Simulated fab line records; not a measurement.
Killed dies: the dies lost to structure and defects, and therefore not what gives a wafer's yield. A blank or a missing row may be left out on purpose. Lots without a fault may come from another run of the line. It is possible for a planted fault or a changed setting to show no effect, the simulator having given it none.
fab line records	flow sky130
record: lots: 6	wafers: 18	lastDay: 50
route steps=708 shown METAL3@555 PAD_OPEN@708
lots with no fault: from the same line, run without faults
startH: hours from the record's first day to the start of the lot's first wafer shown	waitH: hours from the lot's prior step to this one	" same as the row above	L1.1+2: one row covering several wafers at once	- no value present, or no start provided	* or withheld: withheld	< > ~ a bound
route shown NAME@n: names a module that has steps shown in the file, with the first one's number in the route	usual: average and standard deviation across the fault-free wafers	same: alike in all rows	chamber/n: place in a boat	sites: the reading at each site	_std_site: their standard deviation	_edge_site: inner sites' mean taken away from outer sites' mean	radiusMm: for every site, how far away it sits from the centre of the wafer	mask NAME#n: copy n	behind: the most recent tool/chamber to have shaped the wafer	hold: what put the lot on hold/how long, in hours/how the hold closed	device: names the non-switching transistor (n, p or np)	end of line: the route-end tests of the same wafers	for a step that has no rows: nothing shown but its recipe	killed: count of dies lost to structure and defects at first sort (not the wafer's yield)	map: shows each die of a wafer: x if killed, . if not, _ if none is there
set.NAME: the run value of the setting; set.NAME@STEP: its run value at that earlier step	model.NAME: the simulator's own value behind a step, which no gauge read
lots at selected steps of the route; one table per step, one row per wafer
services: from which hour (startH, from the record's first day; less than 0 if before it) a tool's chamber was out of use, for how many hours, and why
== steps ==
step: SKY_METAL3_DEHYDRATE_05
recipe: tempC: 200	timeS: 60
step: SKY_METAL3_HMDS_06
recipe: primeTimeS: 60	primeTempC: 120
step: SKY_METAL3_COAT_07
recipe: resist: BARC	tempC: withheld	timeS: withheld	spinRpm: 3000	resistThkNm: 60
step: SKY_METAL3_COAT_08
recipe: resist: KrF-thick	spinRpm: 3000	resistThkNm: 1140
step: SKY_METAL3_SOFTBAKE_09
recipe: tempC: 100	timeS: 90	resist: KrF-thick
step: SKY_METAL3_EXPOSE_10
recipe: maskId: MM3	na: 0.68	sourceShape: annular	sigmaInner: 0.4	sigmaOuter: 0.8	targetCdNm: 300	doseMj: 28
step: SKY_METAL3_PEB_11
recipe: pebTempC: withheld	pebTimeS: withheld	resist: KrF-thick
step: SKY_METAL3_DEVELOP_12
recipe: developTimeS: 60	resist: KrF-thick	devTempC: 21
step: SKY_METAL3_CD_MEAS_13
recipe: targetCdNm: 300
usual: cdNm: 299.8/1.5
lot.wafer	tool	chamber	startH	waitH	cdNm
L832.1	cdSem-02	-	909.40	-	299.6
L832.3	"	-	"	"	300.9
L832.6	"	-	"	"	299.9
L842.1	cdSem-01	-	980.08	-	298.5
L842.2	"	-	"	"	299.5
L842.3	"	-	"	"	298.4
L845.1	cdSem-01	-	998.78	-	298.1
L845.3	"	-	"	"	299.1
L845.4	"	-	"	"	299.7
L849.2	cdSem-02	-	1020.52	-	298.5
L849.3	"	-	"	"	298.8
L849.6	"	-	"	"	297.7
L851.2	cdSem-01	-	1043.37	-	296.3
L851.3	"	-	"	"	297.2
L851.6	"	-	"	"	297.0
L854.1	cdSem-01	-	1056.70	-	300.4
L854.2	"	-	"	"	300.8
L854.6	"	-	"	"	301.1
step: SKY_METAL3_OVL_MEAS_14
usual: METAL3_OVL: -3/4.2
lot.wafer	tool	chamber	startH	waitH	METAL3_OVL[nm]
L832.1	overlay-02	-	909.52	0.1	4
L832.3	"	-	"	"	-3
L832.6	"	-	"	"	-2
L842.1	overlay-01	-	980.20	0.1	-2
L842.2	"	-	"	"	-3
L842.3	"	-	"	"	-3
L845.1	overlay-01	-	998.90	0.1	-3
L845.3	"	-	"	"	0
L845.4	"	-	"	"	-3
L849.2	overlay-01	-	1020.62	0.1	-6
L849.3	"	-	"	"	-6
L849.6	"	-	"	"	-6
L851.2	overlay-01	-	1043.47	0.1	-7
L851.3	"	-	"	"	-8
L851.6	"	-	"	"	-7
L854.1	overlay-02	-	1056.82	0.1	-4
L854.2	"	-	"	"	-1
L854.6	"	-	"	"	0
step: SKY_METAL3_DESCUM_15
recipe: chemistry: O2	sourcePowerW: 150	biasPowerW: 0	pressureMtorr: 10	tempC: 40	timeS: 8
usual: drypumpMotorCurrentA: 5.91/0.3	oesProductAu: 1.017/0.011	rfFwdPowerW: 147.1/0.64
lot.wafer	tool	chamber	startH	waitH	drypumpMotorCurrentA	oesProductAu	rfFwdPowerW	rfHoursCounterH
L832.1	rieMetal-02	1	909.55	0.0	5.57	1.009	147.4	17
L832.3	"	1	"	"	5.57	1.010	146.3	-
L832.6	"	1	"	"	5.58	1.008	146.7	-
L842.1	rieMetal-03	0	980.24	0.0	5.91	1.038	146.1	18
L842.2	"	1	"	"	6.41	1.021	147.0	8
L842.3	"	0	"	"	5.91	1.031	146.3	-
L845.1	rieMetal-02	1	998.94	0.0	5.56	1.002	147.1	22
L845.3	"	0	"	"	5.97	1.028	147.3	-
L845.4	"	1	"	"	5.57	1.005	147.4	-
L849.2	rieMetal-04	0	1020.65	0.0	5.72	1.009	145.8	7
L849.3	"	0	"	"	5.70	1.002	146.1	-
L849.6	"	1	"	"	5.84	1.030	146.9	-
L851.2	rieMetal-04	0	1043.50	0.0	5.72	0.991	147.6	9
L851.3	"	1	"	"	5.87	1.022	146.5	-
L851.6	"	0	"	"	5.70	0.995	148.1	-
L854.1	rieMetal-04	0	1056.85	0.0	5.72	1.006	146.2	10
L854.2	"	1	"	"	5.86	1.032	146.4	15
L854.6	"	0	"	"	5.74	1.001	145.9	-
step: SKY_METAL3_ETCH_16
recipe: chemistry: N2/H2	target: BARC	ionEnergyEv: 200	biasW: 100	pressureMtorr: 30	n2FlowSccm: 100	h2FlowSccm: 200	icpW: 500	stopOn: SiO2	timeS: 88.2	targetDepthA: 600
usual: drypumpMotorCurrentA: 5.92/0.3	oesProductAu: 0.625/0.0043	rfFwdPowerW: 497.0/1.6	throttleValvePct: 13.205/0.0098
lot.wafer	tool	chamber	startH	waitH	drypumpMotorCurrentA	oesProductAu	rfFwdPowerW	rfHoursCounterH	throttleValvePct
L832.1	rieMetal-02	1	909.62	0.1	5.59	0.627	499.9	17	13.192
L832.3	"	1	"	"	5.57	0.622	500.5	-	13.186
L832.6	"	1	"	"	5.59	0.621	498.6	-	13.211
L842.1	rieMetal-03	0	980.27	0.0	5.92	0.614	494.2	18	13.208
L842.2	"	1	"	"	6.46	0.625	497.2	8	13.210
L842.3	"	0	"	"	5.93	0.622	492.9	-	13.227
L845.1	rieMetal-02	1	998.97	0.0	5.57	0.625	498.7	22	13.209
L845.3	"	0	"	"	5.99	0.625	497.4	-	13.204
L845.4	"	1	"	"	5.58	0.627	497.2	-	13.199
L849.2	rieMetal-04	0	1020.68	0.0	5.73	0.624	495.2	7	13.202
L849.3	"	0	"	"	5.73	0.621	495.2	-	13.202
L849.6	"	1	"	"	5.82	0.622	500.1	-	13.188
L851.2	rieMetal-04	0	1043.53	0.0	5.75	0.622	496.2	9	13.211
L851.3	"	1	"	"	5.86	0.618	496.5	-	13.214
L851.6	"	0	"	"	5.73	0.628	498.1	-	13.201
L854.1	rieMetal-04	0	1056.89	0.0	5.75	0.624	495.3	10	13.195
L854.2	"	1	"	"	5.85	0.627	496.1	15	13.214
L854.6	"	0	"	"	5.73	0.615	494.6	-	13.202
step: SKY_METAL3_ETCH_17
recipe: target: SiO2	stopOn: TiN	chemistry: C4F8/O2/Ar	sourceW: 1500	biasW: 1200	pressureMtorr: 40	c4f8FlowSccm: withheld	O2_flow_sccm: 6	Ar_flow_sccm: 300	timeS: 3.9	targetDepthA: 150
usual: oesProductAu: 0.754/0.0079	rfFwdPowerW: 1471/7
lot.wafer	tool	chamber	startH	waitH	oesProductAu	rfFwdPowerW	model.TiN_of_METAL3_SPUTTER_04.thkNm
L832.1	rieDiel-01	2	909.81	0.2	0.760	1470	70.11
L832.3	"	0	"	"	0.747	1470	70.2
L832.6	"	1	"	"	0.750	1470	69.47
L842.1	rieDiel-01	0	980.37	0.1	0.755	1463	69.89
L842.2	"	3	"	"	0.750	1466	70.06
L842.3	"	2	"	"	0.742	1475	70.32
L845.1	rieDiel-01	2	999.07	0.1	0.748	1463	69.9
L845.3	"	0	"	"	0.758	1465	70.31
L845.4	"	3	"	"	0.752	1467	69.22
L849.2	rieDiel-02	0	1020.78	0.1	0.743	1462	71.16
L849.3	"	0	"	"	0.756	1460	70.37
L849.6	"	0	"	"	0.758	1464	70.49
L851.2	rieDiel-02	0	1043.63	0.1	0.740	1463	68.22
L851.3	"	3	"	"	0.753	1472	68.72
L851.6	"	2	"	"	0.747	1463	68.67
L854.1	rieDiel-04	0	1056.98	0.1	0.744	1469	70.34
L854.2	"	1	"	"	0.753	1470	70.55
L854.6	"	2	"	"	0.747	1479	70.22
step: SKY_METAL3_METAL_ETCH_18
recipe: targetDepthA: 8450	stopOn: SiO2	overEtchFrac: 0.3	timeS: 183.1	chemistry: Cl2/BCl3	resistSidewallDeg: 88	pressureMtorr: 10	icpW: 900	biasW: 48.5	Cl2_flow_sccm: 60	bcl3FlowSccm: 30
usual: drypumpMotorCurrentA: 5.91/0.25	oesProductAu: 0.867/0.0074	rfFwdPowerW: 896.2/2.7	throttleValvePct: 22.264/0.01
same: overEtchFrac: 0.3
lot.wafer	tool	chamber	startH	waitH	drypumpMotorCurrentA	oesProductAu	rfFwdPowerW	rfHoursCounterH	throttleValvePct
L832.1	rieMetal-04	1	909.83	0.0	5.85	0.874	897.3	6	22.268
L832.3	"	1	"	"	5.84	0.866	893.1	-	22.263
L832.6	"	0	"	"	5.73	0.869	894.2	-	22.278
L842.1	rieMetal-04	0	980.39	0.0	5.72	0.876	899.0	5	22.287
L842.2	"	1	"	"	5.86	0.878	896.3	11	22.263
L842.3	"	1	"	"	5.83	0.878	897.3	-	22.259
L845.1	rieMetal-03	1	999.09	0.0	6.44	0.867	898.6	9	22.268
L845.3	"	1	"	"	6.41	0.879	898.3	-	22.270
L845.4	"	0	"	"	5.93	0.859	894.8	-	22.263
L849.2	rieMetal-02	1	1020.81	0.0	5.58	0.869	895.2	23	22.247
L849.3	"	0	"	"	5.97	0.873	892.2	-	22.264
L849.6	"	1	"	"	5.57	0.861	893.3	-	22.271
L851.2	rieMetal-03	1	1043.71	0.1	6.44	0.858	895.2	-	22.254
L851.3	"	1	"	"	6.43	0.869	898.3	-	22.268
L851.6	"	1	"	"	6.41	0.858	894.3	-	22.261
L854.1	rieMetal-02	0	1057.00	0.0	6.00	0.870	895.8	23	22.256
L854.2	"	0	"	"	6.00	0.856	895.4	-	22.255
L854.6	"	0	"	"	5.99	0.861	892.5	-	22.261
step: SKY_PAD_OPEN_PROBE_99
usual: defectLimitedYield: 82.7/2	killed_at_M0_to_M3: 42/6.7	killed_at_M4_up: 3.3/2.1	killedAtContacts: 24/5.1	killedAtFrontEnd: 15/4.6	killedAtOther: 0.3/0.58	killedDies: 85/9.9	killedOpen: 46/6.9	killedShort: 38/7	sort_bin_3_pad_short: 0.9/0.43	sort_bin_5_function: 10.1/1.4	sort_bin_6_memory: 6.4/1.2	sortNPass: 407/9.9	sortYieldPct: 82.7/2
same: grossDies: 492	killedAtBackSide: 0	sort_bin_4_leakage[%]: 0	sort_bin_8_speed[%]: 0
lot.wafer	tool	chamber	startH	waitH	defectLimitedYield[%]	killed_at_M0_to_M3	killed_at_M4_up	killedAtContacts	killedAtFrontEnd	killedAtOther	killedDies	killedOpen	killedShort	sort_bin_3_pad_short[%]	sort_bin_5_function[%]	sort_bin_6_memory[%]	sortNPass	sortYieldPct[%]
L842.1	prober-01	-	1142.10	0.1	81.9	49	9	23	8	0	89	49	35	0.8	12.2	5.1	403	81.9
L842.2	prober-01	-	1142.15	0.1	80.3	51	1	25	20	0	97	59	38	0.8	11.2	7.7	395	80.3
L842.3	prober-01	-	1142.20	0.2	83.3	35	2	29	15	1	82	51	31	1.0	9.3	6.3	410	83.3
L849.2	prober-02	-	1175.40	0.1	80.3	49	5	27	16	0	97	56	39	0.8	10.4	8.5	395	80.3
L849.3	prober-02	-	1175.45	0.2	80.1	46	0	37	15	0	98	65	33	0.8	12.2	6.9	394	80.1
L849.6	prober-02	-	1175.60	0.2	77.6	61	6	31	11	1	110	53	56	1.0	14.6	6.7	382	77.6
L851.2	prober-01	-	1192.12	0.1	82.3	52	5	16	14	0	87	40	47	0.8	11.0	5.9	405	82.3
L851.3	prober-01	-	1192.17	0.2	80.1	45	5	18	30	0	98	62	34	0.6	13.4	5.9	394	80.1
L851.6	prober-01	-	1192.32	0.2	83.9	41	5	24	9	0	79	46	32	0	11.4	4.7	413	83.9
killed by level:class
L842.1 CONTACT:geometricParticle:open=12 VIA3:geometricParticle:open=12 METAL1:geometricParticle:short=8 VIA2:geometricParticle:open=7 VIA1:geometricParticle:open=6 VIA1:geometricParticle:short=5 METAL3:geometricParticle:short=5 VIA4:areaEtch=5
L842.2 VIA1:geometricParticle:open=11 CONTACT:geometricParticle:open=10 LI_CONTACT:geometricParticle:open=9 VIA3:geometricParticle:open=9 FIELD_ISO:geometricParticle:short=8 VIA2:geometricParticle:open=6 FIELD_ISO:geometricParticle:open=5 METAL2:geometricParticle:short=5
L842.3 CONTACT:geometricParticle:open=10 VIA1:geometricParticle:open=9 LI_CONTACT:geometricParticle:open=8 POLY_GATE:geometricParticle:short=6 VIA2:geometricParticle:open=5 LOCAL_INTERCONNECT:geometricParticle:short=4 CONTACT:geometricParticle:short=4 METAL2:geometricParticle:open=4
L849.2 VIA1:geometricParticle:open=15 VIA2:geometricParticle:open=9 CONTACT:geometricParticle:open=8 LI_CONTACT:geometricParticle:open=7 CONTACT:geometricParticle:short=7 VIA3:geometricParticle:short=5 METAL2:geometricParticle:short=4 VIA2:geometricParticle:short=4
L849.3 CONTACT:geometricParticle:open=17 VIA1:geometricParticle:open=17 CONTACT:geometricParticle:short=8 LI_CONTACT:geometricParticle:open=6 VIA3:geometricParticle:short=6 FIELD_ISO:geometricParticle:open=4 POLY_GATE:geometricParticle:open=4 VIA3:geometricParticle:open=4
L849.6 VIA1:geometricParticle:open=13 VIA1:geometricParticle:short=10 LI_CONTACT:geometricParticle:open=9 CONTACT:geometricParticle:open=9 VIA3:geometricParticle:open=9 LOCAL_INTERCONNECT:geometricParticle:short=7 VIA3:geometricParticle:short=6 METAL1:geometricParticle:short=6
L851.2 VIA2:geometricParticle:open=9 VIA3:geometricParticle:open=8 METAL3:geometricParticle:short=7 METAL2:geometricParticle:short=7 VIA1:geometricParticle:open=6 FIELD_ISO:geometricParticle:short=5 CONTACT:geometricParticle:open=5 METAL1:geometricParticle:short=5
L851.3 FIELD_ISO:geometricParticle:open=14 VIA3:geometricParticle:open=10 VIA1:geometricParticle:open=10 VIA2:geometricParticle:open=8 FIELD_ISO:geometricParticle:short=6 CONTACT:geometricParticle:open=6 VIA2:geometricParticle:short=5 POLY_GATE:geometricParticle:open=4
L851.6 VIA1:geometricParticle:open=15 LI_CONTACT:geometricParticle:open=8 CONTACT:geometricParticle:open=7 VIA1:geometricParticle:short=7 VIA2:geometricParticle:open=5 CONTACT:geometricParticle:short=4 METAL4:geometricParticle:short=4 METAL2:geometricParticle:short=4
== services ==
tool	chamber	startH	hours	kind
rieMetal-02	0	907.79	10.5	repair
rieDiel-04	-	912.36	1.5	repair
rieMetal-04	0	932.06	16.6	repair
rieMetal-03	-	953.22	0.9	repair
rieDiel-01	1	966.93	3.0	repair
rieDiel-02	2	967.03	2.4	repair
rieDiel-01	1	976.97	4.0	repair
rieDiel-02	1	1005.28	4.9	repair
rieDiel-02	2	1008.70	1.4	repair
rieDiel-02	3	1015.22	9.9	repair
rieDiel-01	0	1019.21	10.6	repair
rieDiel-02	1	1020.27	15.3	repair
rieDiel-01	2	1027.54	3.2	repair
rieMetal-03	0	1041.90	-	clean
rieMetal-03	0	1041.90	30.3	scheduledDown
rieMetal-03	0	1041.90	30.3	ventCycle
rieDiel-02	1	1042.05	-	clean
rieDiel-02	1	1042.05	23.7	scheduledDown
rieDiel-02	1	1042.05	23.7	ventCycle
rieMetal-02	1	1055.15	-	clean
rieMetal-02	1	1055.15	21.0	scheduledDown
rieMetal-02	1	1055.15	21.0	ventCycle
== key ==
firstSign none at tools or gauges
modelEffect: step: SKY_METAL3_ETCH_17	value: TiN_of_METAL3_SPUTTER_04.thkNm	without: 70.19	struck: 69.67
metAt SKY_METAL3_ETCH_17
struckWafers L842.1,L845.1,L845.4
onsetBetween 909.81 980.37
fault: kind: processParameterDrift	tool: rieDiel-01	chamber: -	onsetH: 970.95	steps: SKY_METAL3_ETCH_17	channel: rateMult	offset: 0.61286	shape: step	endH: 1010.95	scope: struckWafersOnly
